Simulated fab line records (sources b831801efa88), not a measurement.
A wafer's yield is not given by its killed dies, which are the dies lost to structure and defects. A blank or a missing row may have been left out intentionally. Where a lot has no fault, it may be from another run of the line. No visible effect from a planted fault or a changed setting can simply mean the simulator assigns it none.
The same fault as seen by 2 desks + flow gf180mcu + every desk sees just its own numbers, and what lay behind them comes last

METROLOGY DESK
What the gauges read for every lot (on any tool): the sampled wafers with a number, averaged. A lot is out of limits, marked OUT, if its mean lies more than 4 standard deviations from the usual mean; the brackets give that distance.
Columns: A = VT_IMPLANT_02_OVL at GF_VT_IMPLANT_OVL_MEAS_29, usual -0.6 nm; B = DUAL_GATE_OXIDATION_00_THK at GF_DUAL_GATE_THK_MEAS_03, usual 10.78 nm
| lot  | first seen here | A    | B                |
|------|-----------------|------|------------------|
| L199 | day 7 02:52     | -0.3 | 10.67            |
| L201 | day 7 17:04     | -1.3 | 11.18            |
| L203 | day 8 05:46     | -1.0 | 10.67            |
| L205 | day 8 19:43     | -0.2 | 10.90            |
| L207 | day 9 11:38     | -0.5 | 11.07            |
| L208 | day 9 19:04     | -0.1 | 10.82            |
| L211 | day 10 13:46    | 0.4  | 10.99            |
| L212 | day 10 22:07    | -0.2 | 12.42 (+7.8) OUT |
| L213 | day 10 23:10    | -0.3 | 12.53 (+8.3) OUT |
| L214 | day 11 05:46    | -1.7 | 12.56 (+8.5) OUT |
| L219 | day 12 16:47    | 0.5  | 10.79            |
This desk reports L212, L213, L214 out of limits; the earliest was L212 at day 11 19:10 (DUAL_GATE_OXIDATION_00_THK at GF_DUAL_GATE_THK_MEAS_03). L199, L201, L203, L205, L207, L208, L211, L219 stayed within limits.

AT THE TOOL OWNER'S DESK: furnace-02
The tool's own readings at GF_DUAL_GATE_OXIDATION_02 (stabilise 600 s, purge 300 s, target thk 10.887 nm): means of the sampled wafers that have a number, for each lot that ran on this tool. A lot is out of limits, marked OUT, if its mean lies more than 4 standard deviations from the usual mean; the brackets give that distance. Readings shown: 7 out of 8 (the first out of limits, and those lying furthest out on some lot).
Columns: A = spike_tc_bottom_C at GF_DUAL_GATE_OXIDATION_02, usual 917.9 C; B = spike_tc_centre_C at GF_DUAL_GATE_OXIDATION_02, usual 899.6 C; C = spike_tc_lower_C at GF_DUAL_GATE_OXIDATION_02, usual 900.0 C; D = spike_tc_top_C at GF_DUAL_GATE_OXIDATION_02, usual 913.9 C; E = spike_tc_upper_C at GF_DUAL_GATE_OXIDATION_02, usual 900.4 C; F = tube_center_temp_C at GF_DUAL_GATE_OXIDATION_02, usual 900 C; G = tube_center_temp_C_max at GF_DUAL_GATE_OXIDATION_02, usual 902.3
| lot  | first seen here | A                | B               | C               | D               | E               | F                     | G               |
|------|-----------------|------------------|-----------------|-----------------|-----------------|-----------------|-----------------------|-----------------|
| L199 | day 7 22:27     | 917.3            | 899.8           | 899.4           | 914.8           | 899.8           | 900                   | 902.5           |
| L201 | day 8 10:14     | 915.9            | 898.4           | 900.0           | 914.3           | 899.3           | 900                   | 902.4           |
| L203 | day 8 23:53     | 916.6            | 898.7           | 900.6           | 914.0           | 901.0           | 900                   | 902.4           |
| L205 | day 9 14:31     | 917.1            | 898.9           | 900.0           | 914.7           | 899.3           | 900                   | 902.2           |
| L207 | day 10 06:43    | 917.4            | 898.7           | 899.9           | 913.7           | 900.1           | 900                   | 902.5           |
| L208 | day 10 14:39    | 916.2            | 898.2           | 900.2           | 915.5           | 900.5           | 900                   | 901.9           |
| L212 | day 11 17:43    | 932.1 (+5.7) OUT | 914.8 (+13) OUT | 916.0 (+16) OUT | 930.9 (+12) OUT | 917.2 (+15) OUT | 916 (+99 or more) OUT | 917.4 (+42) OUT |
| L213 | day 11 19:13    | 932.1 (+5.7) OUT | 915.4 (+13) OUT | 916.1 (+16) OUT | 930.4 (+12) OUT | 916.1 (+14) OUT | 916 (+99 or more) OUT | 918.1 (+44) OUT |
| L214 | day 12 02:31    | 932.3 (+5.7) OUT | 915.2 (+13) OUT | 914.8 (+15) OUT | 929.2 (+11) OUT | 916.4 (+15) OUT | 916 (+99 or more) OUT | 918.0 (+44) OUT |
This desk finds L212, L213, L214 out of limits, L212 being first, at day 11 17:43 (spike_tc_bottom_C at GF_DUAL_GATE_OXIDATION_02). L199, L201, L203, L205, L207, L208 stayed within limits.

PUT TOGETHER
On L212, L213, L214, at day 11 17:43, an alarm was possible from the tool owner's desk.
The metrology desk could have raised an alarm at day 11 19:10, on L212, L213, L214.
Every lot named ran GF_DUAL_GATE_OXIDATION_02 on furnace-02.

WHAT HAD BEEN PUT IN BY THE SIMULATOR
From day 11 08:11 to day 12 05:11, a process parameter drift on furnace-02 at GF_DUAL_GATE_OXIDATION_02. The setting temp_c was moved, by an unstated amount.
Shown lots that were struck: L212, L213, L214.
Delay (hours) between the fault's onset and each desk's first out-of-limits reading: 10 at the tool owner's desk, 11 at the metrology desk.
